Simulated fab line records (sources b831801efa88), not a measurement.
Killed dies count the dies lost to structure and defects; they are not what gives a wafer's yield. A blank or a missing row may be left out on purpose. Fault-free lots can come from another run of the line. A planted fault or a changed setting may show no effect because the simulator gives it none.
Chamber matching    flow sky130    SKY_VIA1_CMP_24 on cmp-02: 4 sister chambers
The step polishes, stops on SiO2, t overpolish 15 s, target thk 0 nm. 8 wafers are shown with their chamber, then 12 later ones without.

## WAFERS WITH THEIR CHAMBER
wafer   chamber  motor_current_A (A)  overpolish_run_s (s)
L080.2  1        14.1                 14.989
L082.5  1        14.2                 15.009
L084.6  3        10.9                 14.999
L083.3  0        10.4                 15.010
L083.5  2        10.2                 15.005
L088.1  3        10.0                 15.005
L088.3  2        10.8                 15.016
L088.4  0        10.6                 15.006

## WAFERS MISSING THEIR CHAMBER
wafer   motor_current_A (A)  overpolish_run_s (s)
L090.1  13.4                 15.014
L090.2  10.1                 15.003
L090.6  14.2                 14.996
L091.1  10.2                 15.003
L091.5  10.0                 15.001
L091.6  13.4                 15.001
L094.2  11.5                 15.016
L094.3  10.3                 15.005
L094.5  13.6                 15.008
L096.1  13.5                 15.000
L096.3  10.6                 15.020
L096.4  11.3                 15.016

## THE CHAMBER EACH PASSED THROUGH
wafer   from the rows above           in truth
L090.1  1                             1
L090.2  can't be placed: 3 or 0 or 2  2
L090.6  1                             1
L091.1  can't be placed: 3 or 0 or 2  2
L091.5  can't be placed: 3 or 0 or 2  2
L091.6  1                             1
L094.2  can't be placed: 2 or 0 or 3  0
L094.3  can't be placed: 3 or 0 or 2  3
L094.5  1                             1
L096.1  1                             1
L096.3  can't be placed: 2 or 0 or 3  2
L096.4  can't be placed: 2 or 0 or 3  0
Correctly placed: 5 of 12. Can't be placed from these rows: 7 (the true chamber is among the candidates in 7). Wrongly placed: 0.
How it was worked out, from the rows above alone: a wafer's distance from a chamber is the root of the sum, over the readings, of the square of ((its reading less the chamber's mean) divided by the reading's scatter). If the next closest chamber is less than 2 further off than the closest, the wafer can't be placed; otherwise it belongs to the closest. The mean given for a chamber averages the wafers shown for that chamber. The scatter: the root of (the sum of the squares of (reading less its chamber's mean) over the shown wafers, divided by (wafers less chambers)).
